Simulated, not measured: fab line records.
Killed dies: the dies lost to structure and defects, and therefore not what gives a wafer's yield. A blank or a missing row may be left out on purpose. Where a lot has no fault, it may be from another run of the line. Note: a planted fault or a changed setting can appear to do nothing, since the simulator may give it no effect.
A lot that was struck, set against a sound lot :: flow sky130 :: 17 steps out of a route of 708
Sound: wafers L501.1, L501.2, L501.4. Struck: wafers L505.2, L505.5, L505.6. Last of all comes the cause.
For every step that has rows: the tool of each side, followed by ch and its chambers, followed by its first start. Under that, the readings that differ: sound wafers :: struck wafers :: difference of the means :: sigmas: that difference in standard deviations of wafers without a fault.
alike: a reading whose means differ by less than 2 such deviations, as well as words and numbers matching on both sides. not compared: withheld readings; readings where some wafer has no value; bounds like >300 that might hide an equal value; numbers whose values overlap and for which the record gives no deviation.
A row with sigmas, a row that says differs or no value, or rows on one side alone: a step with any of these is where the two part. Non-overlapping numbers with no deviation appear without sigmas and do not part them. A reading missing from all wafers of one side parts the sides only when that side holds two or more wafers.

first, 1 step without rows for these wafers: SKY_VT_ADJUST_NCORE_IMPLANT_09.
SKY_VT_ADJUST_NCORE_STRIP_10: strips in O2/N2.
  sound on plasma_asher-03 ch 0,1, day 10 19:53; struck on plasma_asher-02 ch 0,1, day 12 00:40
  alike: drypump_motor_current_A, oes_product_au, strip_time_to_endpoint_s
  not compared: rf_hours_counter_h
SKY_VT_ADJUST_NCORE_TW_MEAS_11:
  sound on film_metro-04, day 10 19:59; struck on film_metro-04, day 12 00:46
  alike: VT_ADJUST_NCORE_TW
then, 7 steps without rows for these wafers: SKY_VT_ADJUST_HVTR_DEHYDRATE_00 (time 60 s); SKY_VT_ADJUST_HVTR_HMDS_01 (prime time 60 s); SKY_VT_ADJUST_HVTR_COAT_02 (resist thk 1140 nm); SKY_VT_ADJUST_HVTR_SOFTBAKE_03 (time 60 s); SKY_VT_ADJUST_HVTR_EXPOSE_04 (exposes mask HVTRM, target cd 380 nm); SKY_VT_ADJUST_HVTR_PEB_05; SKY_VT_ADJUST_HVTR_DEVELOP_06 (develop time 60 s).
SKY_VT_ADJUST_HVTR_CD_MEAS_07 targets a cd of 380 nm.
  sound on cd_sem-02, day 11 18:51; struck on cd_sem-01, day 13 01:34
  alike: cd_nm
SKY_VT_ADJUST_HVTR_OVL_MEAS_08:
  sound on overlay-01, day 11 18:58; struck on overlay-02, day 13 01:40
  alike: VT_ADJUST_HVTR_OVL
SKY_VT_ADJUST_HVTR_IMPLANT_09:
  sound on implanter-01 ch 0, day 11 19:01; struck on implanter-01 ch 0, day 13 01:43
reading: dose_ions_cm2
sound: 2.0987e+12 2.1001e+12 2.1024e+12
struck: 3.1348e+12 3.1326e+12 3.1307e+12
difference: +1.0323e+12
sigmas: +99 or more

reading: faraday_current_uA
sound: 12.46 12.04 11.48
struck: 17.26 17.68 17.26
difference: +5.41
sigmas: +21
SKY_VT_ADJUST_HVTR_STRIP_10: strips in O2/N2.
  sound on plasma_asher-03 ch 0,1, day 11 19:10; struck on plasma_asher-04 ch 0,1, day 13 01:50
  alike: drypump_motor_current_A, oes_product_au, strip_time_to_endpoint_s
  not compared: rf_hours_counter_h
SKY_VT_ADJUST_HVTR_TW_MEAS_11:
  sound on film_metro-04, day 11 19:16; struck on film_metro-04, day 13 01:57
reading: VT_ADJUST_HVTR_TW
sound: 207.3 207.0 207.5
struck: 233.7 233.8 235.3
difference: +27.0
sigmas: +18
then, 1 step without rows for these wafers: SKY_VT_ADJUST_PCH_DEHYDRATE_00 (time 60 s).
-- the record jumps here: 36 days lie between the struck wafers' starts before and after (it left off in module VT_ADJUST_PCH and takes up again in module PAD_OPEN, whose first step shown is number 708 of the route) --
SKY_PAD_OPEN_PROBE_99:
  sound on prober-01, day 47 22:58; struck on prober-01, day 49 00:32
reading: model.etest.pfet_01v8_mvt.drive_ua_um
sound: 151.3 155.5 151.8
struck: 178.6 175.1 177.3
difference: +24.1
sigmas: 

reading: model.etest.pfet_01v8_mvt.off_log10_a_um
sound: -10.59 -10.64 -10.59
struck: -8.309 -8.555 -8.502
difference: +2.151
sigmas: 

reading: model.etest.pfet_01v8_mvt.vt_sat_v (V)
sound: -0.5645 -0.5532 -0.561
struck: -0.3291 -0.356 -0.3383
difference: +0.2184
sigmas: 

reading: model.etest.pfet_01v8_mvt.vt_v (V)
sound: -0.6488 -0.639 -0.6461
struck: -0.4467 -0.4646 -0.4531
difference: +0.1898
sigmas: 

reading: model.etest.pfet_01v8_mvt.vt_long_v (V)
sound: -0.8513 -0.8431 -0.8518
struck: -0.6881 -0.6974 -0.691
difference: +0.1566
sigmas: 

reading: model.etest.pfet_01v8_mvt.body_rise_v (V)
sound: -0.1887 -0.1872 -0.1866
struck: -0.2065 -0.2063 -0.2061
difference: -0.0188
sigmas: 
  alike: killed_at_M0_to_M3, killed_at_M4_up, killed_at_contacts, killed_at_front_end, killed_at_other, killed_dies, killed_open, killed_short

WHERE THEY PART
At SKY_VT_ADJUST_HVTR_IMPLANT_09 first; at SKY_VT_ADJUST_HVTR_TW_MEAS_11 last (within this record only). Later steps at which nothing parts them and some readings are alike: SKY_PAD_OPEN_PROBE_99.

WHY: what had been put in by the simulator
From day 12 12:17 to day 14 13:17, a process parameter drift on implanter-01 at SKY_VT_ADJUST_HVTR_IMPLANT_09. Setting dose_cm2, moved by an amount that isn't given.
